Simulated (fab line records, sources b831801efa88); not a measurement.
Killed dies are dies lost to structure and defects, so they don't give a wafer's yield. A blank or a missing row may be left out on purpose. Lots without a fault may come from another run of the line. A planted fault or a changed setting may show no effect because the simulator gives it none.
Which tool did it? | flow sky130 | 13 lots, 39 wafers sampled, at 2 steps of a route of 708

WHAT THE GAUGES READ, wafer by wafer
SKY_POLY_GATE_THK_MEAS_04. Usual: POLY_GATE_CVD_03_THK 74.8 nm, standard deviation 0.7.
lot  | measured     | on            | POLY_GATE_CVD_03_THK (nm) | flag
L105 | day 15 00:02 | film_metro-03 | 74.6 74.7 74.7            |
L106 | day 15 05:41 | film_metro-02 | 74.7 75.5 74.8            |
L107 | day 15 16:27 | film_metro-03 | 74.5 74.1 74.5            |
L108 | day 16 05:32 | film_metro-01 | 76.4 75.5 76.3            |
L109 | day 16 09:38 | film_metro-01 | 74.2 74.1 74.1            |
L110 | day 16 20:56 | film_metro-01 | 75.0 75.0 74.5            |
L111 | day 17 12:45 | film_metro-01 | 73.7 73.2 74.2            |
L112 | day 17 18:48 | film_metro-02 | 73.7 73.8 73.9            |
L115 | day 18 18:23 | film_metro-02 | 75.0 75.7 75.8            |
L117 | day 19 09:21 | film_metro-02 | 75.5 75.7 75.2            |
L120 | day 21 01:34 | film_metro-03 | 74.7 74.1 74.0            |
L122 | day 21 23:31 | film_metro-01 | 75.0 74.6 75.0            |
L123 | day 22 04:53 | film_metro-03 | 74.9 74.7 75.2            |

SKY_LDD_P_OVL_MEAS_08. Usual: LDD_P_OVL -2.1 nm, standard deviation 1.9.
lot  | measured     | on         | LDD_P_OVL (nm) | flag
L105 | day 18 18:31 | overlay-02 | -2.1 -3.5 -4.7 |
L106 | day 19 01:40 | overlay-01 | -2.1 -2.1 -3.0 |
L107 | day 19 11:58 | overlay-02 | 0.6 0.5 -0.7   |
L108 | day 20 04:47 | overlay-02 | -1.0 -1.5 -0.5 |
L109 | day 20 07:49 | overlay-02 | -1.6 -1.4 -1.9 |
L110 | day 20 22:10 | overlay-01 | -0.5 1.0 -0.5  |
L111 | day 21 12:28 | overlay-01 | -3.0 -1.9 -1.5 |
L112 | day 21 17:16 | overlay-02 | 2.0 2.1 1.4    |
L115 | day 22 18:37 | overlay-01 | -2.1 -3.4 -2.6 |
L117 | day 23 09:12 | overlay-01 | -4.4 -4.5 -4.3 |
L120 | day 25 00:47 | overlay-02 | -3.9 -2.9 -3.8 |
L122 | day 25 22:49 | overlay-02 | -3.3 -0.7 -2.8 |
L123 | day 26 02:06 | overlay-02 | -2.6 -2.2 -3.4 |

WHICH TOOL RAN EACH LOT (tool, then ch and the chambers of the sampled wafers, then the start)
The record holds no process step before these readings.

WHAT THE TOOLS THEMSELVES READ (means of the sampled wafers that have a number; where no wafer has one, the mark that the record gives instead)
The record holds no such reading with a usual standard deviation.

THE ANSWER, worked out from the rows above alone
Rule: a lot is off if the mean of its wafers that have a number lies more than 3 standard deviations from the usual mean. A lot without any number at a reading at which 4 lots or more have one is off too. The other lots that the step has rows for count as sound. The gauges are gone through in route order, then the tools' own readings, and for those a lot's mean is taken as printed above. The first step at which some lot is off is used, and at that step the reading that is off furthest; a lot without a number counts as furthest.
No lot is off at any reading shown: from this, nothing can be told.

WHAT THE SIMULATOR HAD PUT IN
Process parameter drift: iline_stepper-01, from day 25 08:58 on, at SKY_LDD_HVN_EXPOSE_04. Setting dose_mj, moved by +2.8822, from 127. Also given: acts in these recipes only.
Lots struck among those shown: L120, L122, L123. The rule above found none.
